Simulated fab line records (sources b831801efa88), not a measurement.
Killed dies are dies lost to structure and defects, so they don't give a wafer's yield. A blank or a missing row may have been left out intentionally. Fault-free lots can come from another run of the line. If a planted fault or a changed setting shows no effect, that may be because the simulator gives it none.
One fault seen from 2 desks + flow gf180mcu + numbers are kept per desk, each desk with only its own; the story behind them comes last

== METROLOGY DESK ==
What the gauges read, lot by lot, whatever tool the lot ran on: means of the sampled wafers that have a number. If a lot's mean is further than 4 standard deviations from the usual mean, the lot is out of limits and carries the mark OUT (the distance appears in the brackets).
Columns: A = NSD_TW at GF_NSD_TW_MEAS_12, usual 4283; B = NSD_RS at GF_PSD_RS_MEAS_14, usual 46.14 ohm/sq; C = PSD_RS at GF_PSD_RS_MEAS_15, usual 108.6 ohm/sq; D = CONTACT_CVD_00_THK at GF_CONTACT_THK_MEAS_01, usual 300 nm
| lot  | first seen here | A    | B               | C              | D   |
|------|-----------------|------|-----------------|----------------|-----|
| L857 | day 13 08:38    | 4223 | 46.15           | 108.6          | 297 |
| L859 | day 13 21:47    | 4274 | 46.21           | 109.0          | 292 |
| L863 | day 15 15:42    | 4319 | 46.20           | 108.8          | 303 |
| L862 | day 15 17:50    | 4213 | 46.25           | 108.9          | 303 |
| L864 | day 16 02:50    | 4238 | 46.16           | 108.8          | 298 |
| L865 | day 16 03:13    | 4336 | 46.30           | 108.9          | 302 |
| L866 | day 16 14:15    | 4329 | 46.13           | 108.9          | 304 |
| L868 | day 17 09:14    | 4349 | 46.16           | 108.8          | 299 |
| L869 | day 17 10:40    | 4246 | 46.15           | 108.7          | 301 |
| L871 | day 18 01:26    | 4204 | 40.33 (-65) OUT | 92.1 (-53) OUT | 300 |
| L872 | day 18 14:30    | 4227 | 46.20           | 108.7          | 298 |
| L874 | day 19 00:14    | 4202 | 40.44 (-63) OUT | 92.4 (-52) OUT | 297 |
| L880 | day 21 07:59    | 4393 | 46.04           | 108.1          | 301 |
This desk's finding: out of limits on L871, L874; first on L871, day 19 02:17 (NSD_RS at GF_PSD_RS_MEAS_14). In limits: L857, L859, L863, L862, L864, L865, L866, L868, L869, L872, L880.

== FOR THE TOOL OWNER'S DESK: rtpAnneal-02 ==
At GF_PSD_RTA_13 (time 20 s), the tool's own readings, given per lot that ran on this tool as the mean of the sampled wafers with a number. If a lot's mean is further than 4 standard deviations from the usual mean, the lot is out of limits and carries the mark OUT (the distance appears in the brackets).
Columns: A = lampPowerPct at GF_PSD_RTA_13, usual 31.6 %; B = wafer_temp_C_max at GF_PSD_RTA_13, usual 1030.8
| lot  | first seen here | A    | B                |
|------|-----------------|------|------------------|
| L863 | day 16 14:44    | 29.5 | 1029.3           |
| L864 | day 17 02:57    | 29.5 | 1029.8           |
| L865 | day 17 03:10    | 29.5 | 1029.2           |
| L868 | day 18 09:03    | 29.5 | 1030.2           |
| L871 | day 19 02:11    | 32.7 | 1068.5 (+20) OUT |
| L874 | day 20 01:05    | 32.7 | 1068.5 (+20) OUT |
Finding of this desk: L871, L874 out of limits; the first was L871 at day 19 02:11, on wafer_temp_C_max at GF_PSD_RTA_13. In limits: L863, L864, L865, L868.

== TAKEN TOGETHER ==
The tool owner's desk had the chance to raise an alarm at day 19 02:11 on L871, L874.
An alarm was possible from the metrology desk at day 19 02:17, on L871, L874.
All the named lots went through GF_PSD_RTA_13 on rtpAnneal-02.

== WHAT WAS PUT IN BY THE SIMULATOR ==
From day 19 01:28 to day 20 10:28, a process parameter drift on rtpAnneal-02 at GF_PSD_RTA_13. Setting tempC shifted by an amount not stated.
Shown lots that were struck: L871, L874.
Hours from the fault's start to each desk's first reading out of limits: the tool owner's desk, 1; the metrology desk, 1.
